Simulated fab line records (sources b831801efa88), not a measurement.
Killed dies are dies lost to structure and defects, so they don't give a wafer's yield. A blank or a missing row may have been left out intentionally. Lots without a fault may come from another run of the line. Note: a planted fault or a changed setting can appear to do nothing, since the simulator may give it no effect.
A lot that was struck, set against a sound lot / flow gf180mcu / 15 out of 602 route steps
Sound: wafers L757.2, L757.4, L757.5. Struck: wafer L766.2 (left out: L766.1, a lot-mate that was not struck); the cause follows at the end.
Each step with rows lists, per side, the tool, then ch with its chambers, then its first start. Under that, the readings that differ: sound wafers / struck wafers / difference of the means / sigmas: that difference in standard deviations of wafers without a fault.
alike: a reading whose means differ by less than 2 such deviations, as well as words and numbers matching on both sides. not compared: withheld readings; readings where some wafer has no value; bounds like >300 that might hide an equal value; numbers whose values overlap and for which the record gives no deviation.
The two part at a step that has a row with sigmas, a row that says differs or no value, or rows on one side only. Numbers that have no deviation but don't overlap get no sigmas and don't part them. A reading that every wafer of one side lacks parts them only if that side has two wafers or more.

GF_V2_OVL_MEAS_15:
  struck on overlay-02, day 23 13:47; sound on overlay-02, day 20 01:55
  alike: V2_OVL
GF_V2_ETCH_16: etches BARC in N2/H2.
  sound on rie_diel-02 ch 1,2,3, day 20 01:56; struck on rie_diel-02 ch 1, day 23 13:49
reading=oes_product_au (a.u.); sound=0.844 0.859 0.858; struck=0.843; difference=-0.011; sigmas=-2
  alike: chamber_pressure_mTorr, drypump_motor_current_A, h2_flow_sccm, throttle_valve_pct
then, 1 step without rows for these wafers: GF_V2_ETCH_17 (etches SiO2 in C4F8/O2/Ar, stops on TiN, target depth 630 nm).
GF_V2_STRIP_18: strips in O2/N2.
  sound on plasma_asher-04 ch 0,1, day 20 02:04; struck on plasma_asher-01 ch 1, day 23 13:57
  alike: chamber_pressure_mTorr, drypump_motor_current_A, heater_power_w, oes_product_au
  not compared: rf_hours_counter_h
then, 2 steps without rows for these wafers: GF_V2_STRIP_19 (strips in post etch residue remover, time 1200 s); GF_V2_CLEAN_20 (cleans in DIW).
GF_V2_SPUTTER_21: material Ti, target thk 15 nm, time 80.02 s.
  struck on pvd_sputter-03, day 23 14:31; sound on pvd_sputter-01, day 20 02:37
  alike: throttle_valve_pct
GF_V2_SPUTTER_22: material TiN, target thk 10 nm, time 40 s.
  struck on pvd_sputter-03, day 23 14:35; sound on pvd_sputter-01, day 20 02:40
  alike: throttle_valve_pct
then, 1 step without rows for these wafers: GF_V2_CVD_23 (deposits W, target thk 350 nm, time 104.94 s).
GF_V2_RS_MEAS_24: uses a four-point probe to measure.
  struck on film_metro-02, day 23 14:44; sound on film_metro-04, day 20 02:50
  alike: V2_W_RS
GF_V2_THK_MEAS_25: measures by xrf.
  struck on film_metro-02, day 23 14:51; sound on film_metro-04, day 20 02:57
  alike: V2_W_THK
GF_V2_CMP_26: polishes, stops on SiO2, t overpolish 15 s, target thk 0 nm.
  sound on cmp-01 ch 0,2,3, day 20 03:02; struck on cmp-01 ch 0, day 23 14:55
  alike: motor_current_A, overpolish_run_s, time_to_endpoint_s
GF_M3_SPUTTER_00: material Ti, target thk 37.5 nm, time 150 s.
  struck on pvd_sputter-04, day 23 15:13; sound on pvd_sputter-02, day 20 03:20
reading=model.Ti_of_M3_SPUTTER_00.thk_nm (nm); sound=38.03 37.34 37.4; struck=27.65; difference=-9.94; sigmas=
  alike: throttle_valve_pct
then, 1 step without rows for these wafers: GF_M3_SPUTTER_01 (material TiN, target thk 30 nm, time 25 s).
-- the record jumps here: 8 days lie between the struck wafers' starts before and after (it left off in module M3 and takes up again in module PASSIVATION, whose first step shown is number 602 of the route) --
GF_PASSIVATION_PROBE_99:
  only the struck wafers here have rows in the record (prober-01, day 31 14:16); the sound ones have none

## WHERE THEY PART
At GF_V2_ETCH_16 first; at GF_PASSIVATION_PROBE_99 last (within this record only).

WHY: whatever the simulator had introduced
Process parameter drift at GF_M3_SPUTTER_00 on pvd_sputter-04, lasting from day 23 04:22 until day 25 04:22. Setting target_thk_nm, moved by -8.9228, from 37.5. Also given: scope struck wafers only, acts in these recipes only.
